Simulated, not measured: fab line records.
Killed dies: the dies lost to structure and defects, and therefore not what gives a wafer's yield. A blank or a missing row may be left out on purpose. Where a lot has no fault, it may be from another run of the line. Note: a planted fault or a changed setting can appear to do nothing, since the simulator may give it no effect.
Matching of chambers || flow gf180mcu || GF_V5_CVD_00 on hdpcvd-01 has 3 sister chambers
The step deposits SiO2, target thk 300 nm, time 50 s. 3 wafers are shown with their chamber, then 7 later ones without.

EACH WAFER AND ITS CHAMBER
{"wafer": "L474.1", "chamber": 0, "sih4 flow sccm (sccm)": 59.72}
{"wafer": "L476.1", "chamber": 1, "sih4 flow sccm (sccm)": 60.33}
{"wafer": "L476.4", "chamber": 2, "sih4 flow sccm (sccm)": 59.92}

WAFERS WITHOUT THEIR CHAMBER
{"wafer": "L476.5", "sih4 flow sccm (sccm)": 60.00}
{"wafer": "L480.4", "sih4 flow sccm (sccm)": 60.07}
{"wafer": "L480.5", "sih4 flow sccm (sccm)": 59.92}
{"wafer": "L480.6", "sih4 flow sccm (sccm)": 60.36}
{"wafer": "L481.1", "sih4 flow sccm (sccm)": 59.67}
{"wafer": "L481.3", "sih4 flow sccm (sccm)": 60.02}
{"wafer": "L481.6", "sih4 flow sccm (sccm)": 60.33}

WHICH CHAMBER EACH WENT THROUGH
{"wafer": "L476.5", "from the rows above": 2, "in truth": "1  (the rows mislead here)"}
{"wafer": "L480.4", "from the rows above": "can't be placed: 2 or 1", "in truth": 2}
{"wafer": "L480.5", "from the rows above": 2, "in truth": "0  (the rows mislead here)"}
{"wafer": "L480.6", "from the rows above": 1, "in truth": 1}
{"wafer": "L481.1", "from the rows above": 0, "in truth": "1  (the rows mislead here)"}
{"wafer": "L481.3", "from the rows above": 2, "in truth": 2}
{"wafer": "L481.6", "from the rows above": 1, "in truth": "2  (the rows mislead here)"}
Correct placement for 2 of the 7. From these rows, 1 cannot be placed; in 1 the true chamber is one of the candidates. 4 placed wrongly.
How it was worked out, from the rows above alone: a wafer's distance from a chamber is the root of the sum, over the readings, of the square of ((its reading less the chamber's mean) divided by the reading's scatter). The wafer belongs to the nearest chamber; if the next one is less than 2 further off, it can't be placed. A chamber's mean is the mean of its shown wafers. The scatter: with one shown wafer a chamber, the root of the mean of the squares of how far each hidden wafer lies from its nearest shown one.
